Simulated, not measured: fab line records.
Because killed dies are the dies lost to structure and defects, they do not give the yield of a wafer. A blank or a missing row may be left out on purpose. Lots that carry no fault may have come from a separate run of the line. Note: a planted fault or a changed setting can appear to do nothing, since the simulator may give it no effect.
Matching of chambers    flow sfqLine    pecvd-02 running SFQ_TRILAYER_I4_DEP_PECVD_099: 3 sister chambers
The step deposits SiO2 from SiH4/N2O, time 111.11 s, target thk 500 nm. 3 wafers are shown with their chamber, then 9 later ones without.

== WAFERS, EACH WITH ITS CHAMBER ==
wafer   chamber  heaterPowerW (W)
L179.4  1        52
L182.4  2        105
L182.6  0        71

== WAFERS WITHOUT THEIR CHAMBER ==
wafer   heaterPowerW (W)
L185.1  69
L185.2  103
L185.5  73
L190.3  62
L190.4  64
L190.6  65
L191.3  71
L191.4  60
L191.6  73

== EACH ONE'S CHAMBER ==
wafer   from the rows above      in truth
L185.1  0                        0
L185.2  2                        2
L185.5  0                        0
L190.3  can't be placed: 0 or 1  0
L190.4  can't be placed: 0 or 1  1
L190.6  can't be placed: 0 or 1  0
L191.3  0                        0
L191.4  can't be placed: 1 or 0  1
L191.6  0                        0
5 of 9 placed correctly. Cannot be placed on the basis of these rows: 4; the candidates contain the true chamber in 4. 0 placed wrongly.
How it was worked out, from the rows above alone: a wafer's distance from a chamber is the root of the sum, over the readings, of the square of ((its reading less the chamber's mean) divided by the reading's scatter). If the next closest chamber is less than 2 further off than the closest, the wafer can't be placed; otherwise it belongs to the closest. Each chamber's mean is taken over the wafers shown for it. The scatter (one wafer shown for each chamber): square how far every hidden wafer sits from the nearest shown wafer, average those squares and take the square root.
